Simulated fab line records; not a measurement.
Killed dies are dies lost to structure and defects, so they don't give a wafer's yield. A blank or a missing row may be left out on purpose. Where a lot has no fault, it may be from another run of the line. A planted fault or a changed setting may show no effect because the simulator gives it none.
Matching of chambers -- flow sky130 -- SKY_CONTACT_CVD_00 on pecvd-01 has 3 sister chambers
The step deposits Si3N4, target thk 75 nm. 6 wafers are shown with their chamber, then 10 later ones without.

WAFERS WITH THEIR CHAMBER
wafer,chamber,heaterPowerW (W)
L086.3,1,709
L087.6,1,659
L088.4,2,597
L088.6,0,728
L091.1,2,712
L091.2,0,644

WAFERS MISSING THEIR CHAMBER
wafer,heaterPowerW (W)
L091.6,734
L093.1,668
L093.2,725
L093.4,641
L094.2,724
L094.5,725
L094.6,730
L096.1,703
L096.4,725
L096.6,757

CHAMBER TAKEN BY EACH
wafer,from the rows above,in truth
L091.6,can't be placed: 0 or 1 or 2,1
L093.1,can't be placed: 2 or 1 or 0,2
L093.2,can't be placed: 0 or 1 or 2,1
L093.4,can't be placed: 2 or 1 or 0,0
L094.2,can't be placed: 0 or 1 or 2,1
L094.5,can't be placed: 0 or 1 or 2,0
L094.6,can't be placed: 0 or 1 or 2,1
L096.1,can't be placed: 0 or 1 or 2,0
L096.4,can't be placed: 0 or 1 or 2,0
L096.6,can't be placed: 0 or 1 or 2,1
Correct placement for 0 of the 10. Can't be placed from these rows: 10 (the true chamber is among the candidates in 10). 0 placed wrongly.
How it was worked out, from the rows above alone: a wafer's distance from a chamber is the root of the sum, over the readings, of the square of ((its reading less the chamber's mean) divided by the reading's scatter). The wafer belongs to the nearest chamber; if the next one is less than 2 further off, it can't be placed. For every chamber, the mean is computed from those of its wafers that are shown. The scatter: the root of (the sum of the squares of (reading less its chamber's mean) over the shown wafers, divided by (wafers less chambers)).
